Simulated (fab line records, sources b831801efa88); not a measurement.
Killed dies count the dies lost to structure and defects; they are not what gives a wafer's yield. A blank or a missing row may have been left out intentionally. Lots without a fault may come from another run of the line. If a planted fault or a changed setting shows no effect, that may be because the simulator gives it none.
A struck lot beside a sound one | flow sky130 | 23 out of 708 route steps
Sound: the wafers L639.2, L639.4, L639.6. Wafers L646.1, L646.2, L646.6 were the ones struck. The cause is given at the end.
Order at every step that has rows: each side's tool, ch and its chambers, its first start. Under that, the readings that differ: sound wafers | struck wafers | difference of the means | sigmas: that difference in standard deviations of wafers without a fault.
alike: readings whose means differ by less than 2 such deviations, and words and numbers that are the same on both sides. not compared: withheld readings, readings that some wafer has no value for, bounds like >300 that may hide the same value, and numbers for which the record gives no deviation and whose values overlap.
A row with sigmas, a row that says differs or no value, or rows on one side alone: a step with any of these is where the two part. When numbers do not overlap yet have no deviation, they are printed without sigmas and do not part them. Lack of a reading on every wafer of one side parts them only where that side has two or more wafers.

first, 1 step without rows for these wafers: SKY_LI_CONTACT_PRE_CLEAN_18 (time 5.6 s).
SKY_LI_CONTACT_SPUTTER_19: material Ti, target thk 20 nm, time 106.37 s.
  sound on pvdSputter-04 at day 30 14:52; struck on pvdSputter-03 at day 32 07:49
  alike: throttleValvePct
SKY_LI_CONTACT_SPUTTER_20: material TiN, target thk 20 nm, time 80 s.
  sound on pvdSputter-04 at day 30 14:57; struck on pvdSputter-03 at day 32 07:54
  alike: throttleValvePct
SKY_LI_CONTACT_CVD_21: deposits W, target thk 400 nm, time 120.56 s.
  sound on cvdW-01 ch 0,1, day 30 15:01; struck on cvdW-01 ch 0,1, day 32 07:58
  alike: heaterPowerOuterW, heaterPowerW
SKY_LI_CONTACT_RS_MEAS_22: measures by four-point-probe.
  sound on filmMetro-01 at day 30 15:09; struck on filmMetro-03 at day 32 08:05
reading                  | sound             | struck            | difference | sigmas
LI_CONTACT_W_RS (ohm/sq) | 0.285 0.289 0.286 | 0.281 0.278 0.279 | -0.007     | -2
SKY_LI_CONTACT_THK_MEAS_23: measures by xrf.
  sound on filmMetro-01 at day 30 15:16; struck on filmMetro-03 at day 32 08:12
reading               | sound       | struck      | difference | sigmas
LI_CONTACT_W_THK (nm) | 399 397 400 | 417 422 426 | +23        | +3
then, 1 step without rows for these wafers: SKY_LI_CONTACT_CMP_24 (polishes, stops on PSG, t overpolish 20 s, target thk 0 nm).
SKY_LOCAL_INTERCONNECT_SPUTTER_00: material TiN, target thk 100 nm, time 83.3 s.
  sound on pvdSputter-01 at day 30 15:37; struck on pvdSputter-02 at day 32 08:34
  alike: throttleValvePct
SKY_LOCAL_INTERCONNECT_RS_MEAS_01: measures by four-point-probe.
  sound on filmMetro-02 at day 30 15:42; struck on filmMetro-03 at day 32 08:38
  alike: LOCAL_INTERCONNECT_TIN_RS
SKY_LOCAL_INTERCONNECT_THK_MEAS_02: measures by xrf.
  sound on filmMetro-02 at day 30 15:49; struck on filmMetro-03 at day 32 08:45
  alike: LOCAL_INTERCONNECT_TIN_THK
then, 2 steps without rows for these wafers: SKY_LOCAL_INTERCONNECT_DEHYDRATE_03 (time 60 s); SKY_LOCAL_INTERCONNECT_HMDS_04 (prime time 60 s).
SKY_LOCAL_INTERCONNECT_COAT_05: resist thk 60 nm.
  sound on lithoTrack-01 ch 0, day 31 05:07; struck on lithoTrack-01 ch 0, day 32 21:50
reading            | sound                | struck               | difference | sigmas
spinSpeedRpm (rpm) | 3001.7 2998.3 2998.5 | 3090.5 3090.5 3092.0 | +91.5      | +51
then, 5 steps without rows for these wafers: SKY_LOCAL_INTERCONNECT_COAT_06 (resist thk 450 nm); SKY_LOCAL_INTERCONNECT_SOFTBAKE_07 (time 90 s); SKY_LOCAL_INTERCONNECT_EXPOSE_08 (exposes mask LI1M, target cd 170 nm); SKY_LOCAL_INTERCONNECT_PEB_09; SKY_LOCAL_INTERCONNECT_DEVELOP_10 (develop time 60 s).
SKY_LOCAL_INTERCONNECT_CD_MEAS_11: the cd target is 170 nm.
  sound on cdSem-02 at day 31 19:22; struck on cdSem-02 at day 33 11:14
  alike: cdNm
SKY_LOCAL_INTERCONNECT_OVL_MEAS_12:
  sound on overlay-02 at day 31 19:29; struck on overlay-01 at day 33 11:22
  alike: LOCAL_INTERCONNECT_OVL
SKY_LOCAL_INTERCONNECT_ETCH_13: etches BARC in N2/H2, stops on SiO2, time 45.9 s, target depth 60 nm.
  sound on rieMetal-02 ch 0,1, day 31 19:31; struck on rieMetal-02 ch 0,1, day 33 11:24
reading                 | sound             | struck           | difference | sigmas
model.etch.depthNm (nm) | 60.04 60.05 60.18 | 59.2 59.02 59.11 | -1.0       | 
  alike: drypumpMotorCurrentA, oesProductAu, throttleValvePct
  not compared: rfHoursCounterH
SKY_LOCAL_INTERCONNECT_METAL_ETCH_14: etches TiN in Cl2/BCl3, stops on PSG, target depth 110 nm, time 31.4 s.
  sound on rieMetal-02 ch 0,1, day 31 19:34; struck on rieMetal-02 ch 0,1, day 33 11:28
  alike: drypumpMotorCurrentA, oesProductAu, throttleValvePct
  not compared: rfHoursCounterH
after that, 1 step had no rows for these wafers: SKY_PAD_OPEN_PROBE_99.

== WHERE THEY PART ==
Last at SKY_LOCAL_INTERCONNECT_COAT_05 as far as this record goes, first at SKY_LI_CONTACT_RS_MEAS_22. Later steps at which nothing parts them and some readings are alike: SKY_LOCAL_INTERCONNECT_CD_MEAS_11, SKY_LOCAL_INTERCONNECT_OVL_MEAS_12, SKY_LOCAL_INTERCONNECT_ETCH_13, SKY_LOCAL_INTERCONNECT_METAL_ETCH_14.

WHY: what the simulator had put in
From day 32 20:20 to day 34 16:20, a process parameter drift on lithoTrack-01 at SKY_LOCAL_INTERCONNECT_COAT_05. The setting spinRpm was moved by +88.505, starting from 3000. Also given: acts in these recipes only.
